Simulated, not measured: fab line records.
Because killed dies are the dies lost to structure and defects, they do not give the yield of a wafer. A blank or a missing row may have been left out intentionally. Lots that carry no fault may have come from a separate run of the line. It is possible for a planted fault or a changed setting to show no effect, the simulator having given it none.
The tool behind it: which one?    flow sky130    72 wafers from 24 lots sampled at 6 of the route's 708 steps

WHAT THE GAUGES SHOWED, per wafer
SKY_VIA3_CD_MEAS_12 targets a cd of 200 nm.
lot   measured      on         cd-nm (nm)
L074  day 39 18:31  cd-sem-02  202.5 200.9 201.7
L076  day 40 14:16  cd-sem-01  198.6 200.1 200.0
L075  day 40 16:57  cd-sem-01  199.6 199.9 201.0
L078  day 40 22:16  cd-sem-01  197.3 198.5 197.6
L077  day 41 02:47  cd-sem-01  201.8 201.2 201.3
L079  day 41 03:55  cd-sem-02  199.6 198.6 199.8
L080  day 41 20:58  cd-sem-02  201.2 202.2 200.1
L081  day 42 02:37  cd-sem-01  200.0 200.4 199.8
L082  day 42 05:10  cd-sem-02  199.1 199.2 200.5
L083  day 42 06:40  cd-sem-01  200.8 199.9 199.6
L084  day 42 16:39  cd-sem-01  202.2 202.0 200.7
L085  day 43 01:23  cd-sem-02  199.0 199.8 200.2
L086  day 43 06:29  cd-sem-02  197.9 198.2 198.1
L087  day 43 14:20  cd-sem-02  201.5 203.6 202.6
L088  day 43 15:40  cd-sem-02  198.8 199.3 198.7
L089  day 43 23:28  cd-sem-01  196.0 196.5 195.0
L090  day 44 02:25  cd-sem-01  199.9 199.4 200.1
L091  day 44 14:34  cd-sem-01  200.9 201.2 201.7
L092  day 44 20:47  cd-sem-02  200.7 201.6 200.5
L093  day 45 03:40  cd-sem-01  199.8 200.0 199.1
L094  day 45 04:01  cd-sem-02  199.6 200.1 199.0
L095  day 45 12:17  cd-sem-01  198.7 199.8 198.3
L096  day 45 14:38  cd-sem-02  198.9 199.6 198.9
L097  day 45 22:56  cd-sem-01  198.6 198.7 198.3

SKY_VIA4_BOW_MEAS_03.
lot   measured      on             VIA4_BOW (um)
L074  day 41 23:15  film-metro-04  83 87 75
L076  day 42 18:24  film-metro-01  76 76 82
L075  day 42 19:59  film-metro-04  79 83 67
L078  day 43 02:01  film-metro-01  80 84 82
L077  day 43 06:13  film-metro-04  72 86 69
L079  day 43 07:28  film-metro-02  98 79 85
L080  day 43 23:44  film-metro-01  90 66 80
L081  day 44 04:11  film-metro-01  79 83 80
L082  day 44 06:37  film-metro-02  81 86 98
L083  day 44 08:50  film-metro-04  77 81 80
L084  day 44 17:52  film-metro-01  77 78 89
L085  day 45 02:35  film-metro-04  89 81 64
L086  day 45 07:51  film-metro-04  79 81 94
L087  day 45 13:55  film-metro-02  82 67 80
L088  day 45 15:07  film-metro-04  86 71 72
L089  day 46 00:07  film-metro-02  74 60 85
L090  day 46 02:07  film-metro-02  93 79 72
L091  day 46 13:01  film-metro-02  71 61 65
L092  day 46 18:34  film-metro-02  73 70 63
L093  day 47 01:34  film-metro-02  81 68 84
L094  day 47 03:47  film-metro-04  77 93 72
L095  day 47 09:08  film-metro-01  79 79 94
L096  day 47 11:46  film-metro-02  73 80 74
L097  day 47 20:25  film-metro-02  87 87 81

TOOL THAT RAN EACH LOT (tool first, then ch and the chambers of the sampled wafers, then the start)
lot   SKY_METAL2_DESCUM_17               SKY_VIA2_CMP_24                SKY_METAL3_DESCUM_15               SKY_METAL4_STRIP_19
L074  rie-metal-01 ch 0,1, day 35 06:50  cmp-01 ch 1,2,3, day 36 12:03  rie-metal-04 ch 0,1, day 38 16:49  plasma-asher-03 ch 0,1, day 41 22:07
L076  rie-metal-04 ch 0,1, day 36 04:20  cmp-02 ch 0,3, day 37 08:50    rie-metal-03 ch 0,1, day 39 11:56  plasma-asher-02 ch 0,1, day 42 16:52
L075  rie-metal-02 ch 0,1, day 36 06:22  cmp-01 ch 0,1,2, day 37 10:49  rie-metal-04 ch 0,1, day 39 14:30  plasma-asher-04 ch 0,1, day 42 18:47
L078  rie-metal-01 ch 1, day 36 13:13    cmp-02 ch 1,2,3, day 37 17:21  rie-metal-04 ch 0,1, day 39 20:27  plasma-asher-02 ch 0,1, day 43 00:52
L077  rie-metal-01 ch 1, day 36 16:45    cmp-02 ch 1,3, day 37 21:11    rie-metal-03 ch 0,1, day 40 00:34  plasma-asher-04 ch 0,1, day 43 05:04
L079  rie-metal-02 ch 0,1, day 36 18:29  cmp-02 ch 1,2, day 37 22:08    rie-metal-03 ch 0,1, day 40 01:50  plasma-asher-02 ch 0,1, day 43 06:19
L080  rie-metal-01 ch 0,1, day 37 12:44  cmp-02 ch 0,1, day 38 17:16    rie-metal-04 ch 0,1, day 40 19:40  plasma-asher-04 ch 0,1, day 43 22:28
L081  rie-metal-02 ch 0,1, day 37 19:38  cmp-01 ch 0,1,3, day 38 23:46  rie-metal-04 ch 0,1, day 41 02:05  plasma-asher-04 ch 0,1, day 44 02:59
L082  rie-metal-04 ch 0, day 37 20:58    cmp-01 ch 0,1,3, day 39 01:10  rie-metal-03 ch 0, day 41 03:41    plasma-asher-02 ch 0, day 44 05:27
L083  rie-metal-01 ch 0,1, day 37 22:53  cmp-01 ch 1,2,3, day 39 02:45  rie-metal-03 ch 0,1, day 41 05:24  plasma-asher-04 ch 0,1, day 44 07:32
L084  rie-metal-02 ch 0,1, day 38 10:20  cmp-02 ch 0,1,3, day 39 13:34  rie-metal-04 ch 0,1, day 41 15:14  plasma-asher-03 ch 0,1, day 44 16:41
L085  rie-metal-01 ch 0,1, day 38 20:05  cmp-01 ch 0,2,3, day 39 22:55  rie-metal-03 ch 0,1, day 41 23:38  plasma-asher-03 ch 0,1, day 45 01:27
L086  rie-metal-04 ch 0,1, day 39 00:41  cmp-02 ch 0,2, day 40 03:58    rie-metal-03 ch 0,1, day 42 05:56  plasma-asher-04 ch 0,1, day 45 06:43
L087  rie-metal-02 ch 0,1, day 39 08:04  cmp-02 ch 0,2,3, day 40 12:17  rie-metal-03 ch 0,1, day 42 13:44  plasma-asher-04 ch 0,1, day 45 12:44
L088  rie-metal-02 ch 0,1, day 39 10:56  cmp-02 ch 0,1,2, day 40 13:43  rie-metal-02 ch 0,1, day 42 14:52  plasma-asher-03 ch 0,1, day 45 13:57
L089  rie-metal-01 ch 0, day 39 19:38    cmp-01 ch 1,2, day 40 22:24    rie-metal-02 ch 0,1, day 42 23:14  plasma-asher-04 ch 0,1, day 45 22:56
L090  rie-metal-01 ch 0,1, day 39 23:15  cmp-01 ch 1,2,3, day 41 01:55  rie-metal-03 ch 0,1, day 43 02:05  plasma-asher-03 ch 0,1, day 46 00:56
L091  rie-metal-04 ch 0,1, day 40 10:58  cmp-02 ch 2,3, day 41 14:23    rie-metal-02 ch 0,1, day 43 14:25  plasma-asher-03 ch 0,1, day 46 11:52
L092  rie-metal-04 ch 0,1, day 40 18:05  cmp-02 ch 0,1,2, day 41 20:29  rie-metal-03 ch 0,1, day 43 20:43  plasma-asher-03 ch 0,1, day 46 17:24
L093  rie-metal-04 ch 0,1, day 41 02:34  cmp-01 ch 1,2,3, day 42 04:55  rie-metal-03 ch 0,1, day 44 03:36  plasma-asher-04 ch 0,1, day 47 00:24
L094  rie-metal-02 ch 0,1, day 41 03:23  cmp-01 ch 1,2,3, day 42 05:32  rie-metal-03 ch 0,1, day 44 04:33  plasma-asher-03 ch 0,1, day 47 01:56
L095  rie-metal-04 ch 0,1, day 41 12:55  cmp-01 ch 0,3, day 42 15:24    rie-metal-02 ch 0,1, day 44 13:23  plasma-asher-04 ch 0,1, day 47 07:54
L096  rie-metal-02 ch 0,1, day 41 13:45  cmp-02 ch 0,1, day 42 16:14    rie-metal-04 ch 1, day 44 14:47    plasma-asher-04 ch 0,1, day 47 10:32
L097  rie-metal-02 ch 0,1, day 42 00:02  cmp-02 ch 0,1,3, day 43 02:07  rie-metal-04 ch 0,1, day 45 00:02  plasma-asher-04 ch 0, day 47 19:15
- SKY_METAL2_DESCUM_17: chemistry O2, time 8 s.
- SKY_VIA2_CMP_24: polishes, stops on SiO2, t overpolish 20 s, target thk 0 nm.
- SKY_METAL3_DESCUM_15: chemistry O2, time 8 s.
- SKY_METAL4_STRIP_19: strips in O2/N2.

WHAT THE TOOLS THEMSELVES READ (means of the sampled wafers that have a number; where no wafer has one, the mark that the record gives instead)
SKY_METAL2_DESCUM_17.
lot   tool          drypump-motor-current-A (A)  oes-product-au (a.u.)
L074  rie-metal-01  5.31                         0.994
L076  rie-metal-04  5.72                         0.995
L075  rie-metal-02  5.53                         1.003
L078  rie-metal-01  5.24                         0.984
L077  rie-metal-01  5.22                         0.988
L079  rie-metal-02  5.57                         1.005
L080  rie-metal-01  5.31                         0.983
L081  rie-metal-02  5.54                         0.992
L082  rie-metal-04  5.19                         1.002
L083  rie-metal-01  5.31                         0.993
L084  rie-metal-02  5.45                         0.996
L085  rie-metal-01  5.31                         1.000
L086  rie-metal-04  5.48                         1.008
L087  rie-metal-02  5.45                         0.997
L088  rie-metal-02  5.44                         1.002
L089  rie-metal-01  5.43                         0.994
L090  rie-metal-01  5.37                         0.994
L091  rie-metal-04  5.47                         1.012
L092  rie-metal-04  5.46                         1.001
L093  rie-metal-04  5.47                         1.010
L094  rie-metal-02  5.47                         1.002
L095  rie-metal-04  5.73                         1.002
L096  rie-metal-02  5.54                         0.998
L097  rie-metal-02  5.46                         0.997

SKY_VIA2_CMP_24.
lot   tool    motor-current-A (A)  overpolish-run-s (s)  slurry-filter-dp-kPa (kPa)  time-to-endpoint-s (s)
L074  cmp-01  10.8                 19.997                13.49                       101.5
L076  cmp-02  10.3                 19.991                13.61                       104.5
L075  cmp-01  11.3                 19.998                13.49                       104.0
L078  cmp-02  9.9                  20.006                13.51                       105.8
L077  cmp-02  9.7                  20.006                13.56                       105.4
L079  cmp-02  10.5                 20.005                13.39                       103.2
L080  cmp-02  11.1                 20.002                13.45                       106.3
L081  cmp-01  10.5                 20.001                13.38                       104.1
L082  cmp-01  10.4                 20.002                13.50                       100.4
L083  cmp-01  10.8                 20.003                13.57                       100.6
L084  cmp-02  10.3                 19.983                13.50                       106.0
L085  cmp-01  11.1                 19.997                13.48                       104.6
L086  cmp-02  11.3                 19.999                13.59                       101.8
L087  cmp-02  11.2                 20.012                13.48                       101.8
L088  cmp-02  10.7                 19.998                13.57                       102.2
L089  cmp-01  11.2                 20.004                13.55                       102.4
L090  cmp-01  10.4                 20.001                13.33                       101.7
L091  cmp-02  10.4                 19.987                13.51                       101.1
L092  cmp-02  10.5                 19.994                13.47                       101.1
L093  cmp-01  10.9                 20.000                13.51                       99.4
L094  cmp-01  10.4                 19.997                13.56                       105.5
L095  cmp-01  10.6                 20.002                13.45                       100.4
L096  cmp-02  10.8                 19.998                13.52                       105.5
L097  cmp-02  10.3                 19.998                13.63                       103.1

SKY_METAL3_DESCUM_15.
lot   tool          drypump-motor-current-A (A)  oes-product-au (a.u.)
L074  rie-metal-04  5.5                          1.001
L076  rie-metal-03  6.3                          1.006
L075  rie-metal-04  5.7                          1.002
L078  rie-metal-04  5.7                          1.004
L077  rie-metal-03  6.4                          1.006
L079  rie-metal-03  6.2                          1.005
L080  rie-metal-04  5.5                          0.996
L081  rie-metal-04  5.7                          0.997
L082  rie-metal-03  6.5                          1.007
L083  rie-metal-03  6.4                          1.012
L084  rie-metal-04  5.5                          1.004
L085  rie-metal-03  6.4                          1.012
L086  rie-metal-03  6.2                          1.007
L087  rie-metal-03  6.2                          1.011
L088  rie-metal-02  5.5                          1.003
L089  rie-metal-02  5.6                          1.000
L090  rie-metal-03  6.2                          1.006
L091  rie-metal-02  5.5                          0.999
L092  rie-metal-03  6.4                          1.004
L093  rie-metal-03  6.3                          0.995
L094  rie-metal-03  6.2                          1.013
L095  rie-metal-02  5.6                          0.999
L096  rie-metal-04  6.0                          0.993
L097  rie-metal-04  5.5                          1.003

SKY_METAL4_STRIP_19.
lot   tool             drypump-motor-current-A (A)  oes-product-au (a.u.)  strip-time-to-endpoint-s (s)
L074  plasma-asher-03  5.6                          0.508                  6.67
L076  plasma-asher-02  6.3                          0.501                  6.51
L075  plasma-asher-04  5.6                          0.502                  6.55
L078  plasma-asher-02  6.3                          0.502                  6.55
L077  plasma-asher-04  5.6                          0.500                  6.54
L079  plasma-asher-02  6.2                          0.498                  6.56
L080  plasma-asher-04  6.2                          0.506                  6.58
L081  plasma-asher-04  5.6                          0.507                  6.62
L082  plasma-asher-02  5.8                          0.503                  6.46
L083  plasma-asher-04  5.6                          0.504                  6.60
L084  plasma-asher-03  5.9                          0.500                  6.51
L085  plasma-asher-03  5.9                          0.505                  6.56
L086  plasma-asher-04  6.2                          0.501                  6.55
L087  plasma-asher-04  6.2                          0.498                  6.50
L088  plasma-asher-03  5.9                          0.505                  6.65
L089  plasma-asher-04  5.6                          0.505                  6.64
L090  plasma-asher-03  5.6                          0.508                  6.54
L091  plasma-asher-03  5.6                          0.502                  6.49
L092  plasma-asher-03  5.6                          0.501                  6.61
L093  plasma-asher-04  5.6                          0.503                  6.52
L094  plasma-asher-03  5.9                          0.499                  6.45
L095  plasma-asher-04  5.7                          0.504                  6.55
L096  plasma-asher-04  6.2                          0.495                  6.50
L097  plasma-asher-04  5.1                          0.504                  6.55

THE ANSWER, worked out from the rows above alone
Rule: usual is defined by the lots themselves. Put in order of their means at a reading, lots are off if they are a third of the lots or fewer, leave a main group of 4 or more, and stand apart from it by a gap of 3 or more times the standard deviation of the main group's means; of several such gaps the widest counts. A main group whose means are all the same, to the digits that the tables above print for the reading, isn't used. Also off: a lot with no number at a reading for which 4 or more lots have one. Any other lot the step has rows for is counted as sound. The gauges are gone through in route order, then the tools' own readings, and for those a lot's mean is taken as printed above. The first step at which some lot is off is used, and at that step the reading that is off furthest; a lot without a number counts as furthest.
Across all readings shown, no lot is off: no conclusion can be drawn from this.

WHAT THE SIMULATOR PUT IN
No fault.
